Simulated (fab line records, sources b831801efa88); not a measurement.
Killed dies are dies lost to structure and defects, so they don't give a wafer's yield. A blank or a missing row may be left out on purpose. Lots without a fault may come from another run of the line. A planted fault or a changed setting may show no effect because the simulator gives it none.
A struck lot beside a sound one | flow gf180mcu | 15 steps out of a route of 602
Sound: wafers L212.2, L212.3, L212.5. Struck: wafers L204.3, L204.5, L204.6. The cause comes at the end.
At each step with rows: each side's tool, then ch and its chambers, then its first start. Under that, the readings that differ: sound wafers | struck wafers | difference of the means | sigmas: that difference in standard deviations of wafers without a fault.
alike: readings whose means differ by less than 2 such deviations, and words and numbers that are the same on both sides. not compared: withheld readings, readings that some wafer has no value for, bounds like >300 that may hide the same value, and numbers for which the record gives no deviation and whose values overlap.
The two part at a step that has a row with sigmas, a row that says differs or no value, or rows on one side only. Numbers that don't overlap but have no deviation are shown without sigmas and don't part them. A reading that every wafer of one side lacks parts them only if that side has two wafers or more.

GF_POLY_GATE_THK_MEAS_01:
  sound on film_metro-04, day 14 08:32; struck on film_metro-02, day 11 21:53
  alike: POLY_GATE_CVD_00_THK
then, 8 steps without rows for these wafers: GF_POLY_GATE_DEHYDRATE_02 (time 60 s); GF_POLY_GATE_HMDS_03 (prime time 60 s); GF_POLY_GATE_COAT_04; GF_POLY_GATE_COAT_05 (resist thk 700 nm); GF_POLY_GATE_SOFTBAKE_06 (time 60 s); GF_POLY_GATE_EXPOSE_07 (exposes mask Poly2, target cd 280 nm); GF_POLY_GATE_PEB_08 (peb time 90 s); GF_POLY_GATE_DEVELOP_09 (develop time 60 s).
GF_POLY_GATE_CD_MEAS_10: target cd 280 nm.
  sound on cd_sem-01, day 15 04:54; struck on cd_sem-02, day 12 17:34
  alike: cd_nm
GF_POLY_GATE_OVL_MEAS_11:
  sound on overlay-01, day 15 05:00; struck on overlay-02, day 12 17:40
  alike: POLY_GATE_OVL
GF_POLY_GATE_ETCH_12: etches BARC in N2/H2.
  sound on rie_diel-01 ch 0,1,2, day 15 05:02; struck on rie_diel-01 ch 0,1, day 12 17:41
  reading               | sound             | struck            | difference | sigmas
  oes_product_au (a.u.) | 0.742 0.740 0.738 | 0.733 0.728 0.728 | -0.010     | -2
  alike: drypump_motor_current_A, rf_fwd_power_W, throttle_valve_pct
GF_POLY_GATE_ETCH_13: etches poly-Si in HBr/Cl2, stops on SiO2, target depth 198.5 nm, time 69.6 s.
  sound on rie_si-02 ch 1,3, day 15 05:05; struck on rie_si-01 ch 0,1,2, day 12 17:44
  reading                                          | sound             | struck            | difference | sigmas
  oes_product_au (a.u.)                            | 0.995 0.984 0.999 | 1.006 1.008 1.014 | +0.017     | +3
  rf_fwd_power_W (W)                               | 397.7 396.9 397.4 | 460.8 460.7 461.4 | +63.6      | +53
  model.POLY_GATE.feature_depth_nm (nm)            | 199.4 197.1 200.2 | 201.9 201 202.5   | +2.9       |
  model.etch.depth_nm (nm)                         | 199.4 197.1 200.2 | 201.6 200.8 202.3 | +2.7       |
  model.SiO2_of_DUAL_GATE_OXIDATION_02.thk_nm (nm) | 14.41 14.52 14.63 | 13.96 13.83 14.08 | -0.56      |
  alike: drypump_motor_current_A, throttle_valve_pct
  not compared: rf_hours_counter_h
GF_POLY_GATE_STRIP_14: strips in O2/N2.
  sound on plasma_asher-01 ch 0,1, day 15 05:08; struck on plasma_asher-04 ch 0,1, day 12 17:49
  reading            | sound       | struck      | difference | sigmas
  heater_power_w (W) | 335 370 367 | 307 324 305 | -45        | -3
  alike: drypump_motor_current_A, oes_product_au
  not compared: rf_hours_counter_h
-- the record jumps here: 20 days lie between the struck wafers' starts before and after (it left off in module POLY_GATE and takes up again in module PASSIVATION, whose first step shown is number 602 of the route) --
GF_PASSIVATION_PROBE_99:
  the record has rows for the struck wafers here (prober-01, day 32 10:26) and none for the sound ones

WHERE THEY PART
First at GF_POLY_GATE_ETCH_12; last, within this record, at GF_PASSIVATION_PROBE_99.

WHY: what the simulator had put in
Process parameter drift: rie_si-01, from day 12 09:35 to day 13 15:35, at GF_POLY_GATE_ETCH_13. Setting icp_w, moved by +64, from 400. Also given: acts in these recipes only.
